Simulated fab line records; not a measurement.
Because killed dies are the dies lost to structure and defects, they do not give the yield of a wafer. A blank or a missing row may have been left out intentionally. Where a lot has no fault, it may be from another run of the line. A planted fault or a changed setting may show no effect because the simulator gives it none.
Code-filled problem report in 8D (eight disciplines) form | flow gf180mcu | the parts of the form that need people (team, actions taken, sign-off) are left out

== 1. PROBLEM STATEMENT ==
M4_ALCU_RS at GF_M4_RS_MEAS_05 reads a mean of 0.0616 ohm/sq on 9 wafers of 3 lots; wafers without a fault read 0.0692 ohm/sq with a standard deviation of 0.00066. That puts it -11 standard deviations away from the usual mean.
The step: measures by four-point-probe.
Earliest sighting: wafer L290.1 on film metro-04 at day 26 03:29. At this step, 33 wafers from 11 lots have a number in the record. Rule for "out", or "out of limits": more than 4 standard deviations from the usual mean. The other wafers with a number count as sound.

== 2. WHAT IT IS, WHAT IT ISN'T ==
question                    | is                     | is not
which readings at this step | M4_ALCU_RS             | -
which lots                  | L290, L295, L296       | L282, L284, L285, L287, L289, L297, L298, L301
which wafers of those lots  | all that have a number | -
read on which gauges        | film metro-04          | film metro-02, film metro-03
when                        | from day 26 03:29      | up to then (15 sound wafers); but 9 sound wafers of L297, L298, L301 came after

== 3. THE SUSPECTS, EACH WITH WHAT RULES IT OUT ==
Counting: any tool at a process step up to the reading is kept as a suspect provided that every lot that is out went through it and no sound lot did after the first of them.
- the gauge at GF_M4_RS_MEAS_05: ruled out. All the wafers that are out were read on film metro-04, but those of them that GF_M4_SPUTTER_02 has rows for are out there too, on other tools.
- pvd sputter-03 at GF_M4_SPUTTER_00 (material Ti, target thk 37.5 nm, time 150 s): kept. It ran every lot that is out, first L290 (day 26 03:16), and no sound lot after that; its last sound lot up to then is L289 (day 25 14:59).
- pvd sputter-03 at GF_M4_SPUTTER_02 (material AlCu, target thk 450 nm, time 23.9 s): kept. It ran every lot that is out, first L290 (day 26 03:24), and no sound lot after that; its last sound lot up to then is L289 (day 25 15:07). On those wafers its own readings are out: cathode dc power W.
Remaining after the count are pvd sputter-03 at GF_M4_SPUTTER_00 and pvd sputter-03 at GF_M4_SPUTTER_02.

== 4. THE CAUSE (what the simulator had put in) ==
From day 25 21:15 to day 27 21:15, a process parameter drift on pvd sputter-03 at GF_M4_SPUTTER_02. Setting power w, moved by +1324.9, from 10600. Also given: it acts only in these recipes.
This tool is one of the 2 suspects left after counting.

== 5. THE EFFECT CHAIN, in route order ==
Rows list readings where the struck wafers' mean (over those with a number) sits beyond 3 standard deviations from the usual. Readings are gone through only where the record gives a usual standard deviation; hours: the median, over the lots, of the time from a lot's start at the first step in this table giving one to that lot's start at this step; sigmas: the change measured in usual standard deviations.
hours | step                | reading            | usual         | on struck wafers | change  | sigmas
0     | GF_M4_SPUTTER_02    | cathode dc power W | 10600 W       | 11925            | +1325   | +99 or more
0     | GF_M4_RS_MEAS_05    | M4_ALCU_RS         | 0.0692 ohm/sq | 0.0616           | -0.0076 | -11
0     | GF_M4_THK_MEAS_06   | M4_ALCU_THK        | 449 nm        | 504              | +55     | +12
20    | GF_M4_METAL_ETCH_16 | oes product au     | 0.973 a.u.    | 0.994            | +0.021  | +3.6
The process steps in it:
- GF_M4_SPUTTER_02: material AlCu, target thk 450 nm, time 23.9 s.
- GF_M4_METAL_ETCH_16: etches the open film in Cl2/BCl3, stops on SiO2, target depth 627.5 nm, time 104.6 s.

== 6. HOW IT WOULD HAVE BEEN CAUGHT EARLIER ==
In this record the first reading out of limits at a measuring or inspecting step was taken at day 26 03:29, 6 hours after the fault began at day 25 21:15.
Tool's own readings at GF_M4_SPUTTER_02, cathode dc power W: out on all struck wafers the step has rows for; an alarm limit on them would have tripped on the first.
Of the lots that are out (3), L295, L296 began GF_M4_SPUTTER_02 on pvd sputter-03 after day 26 03:29. A hold on the tool at that time would have spared those 2.
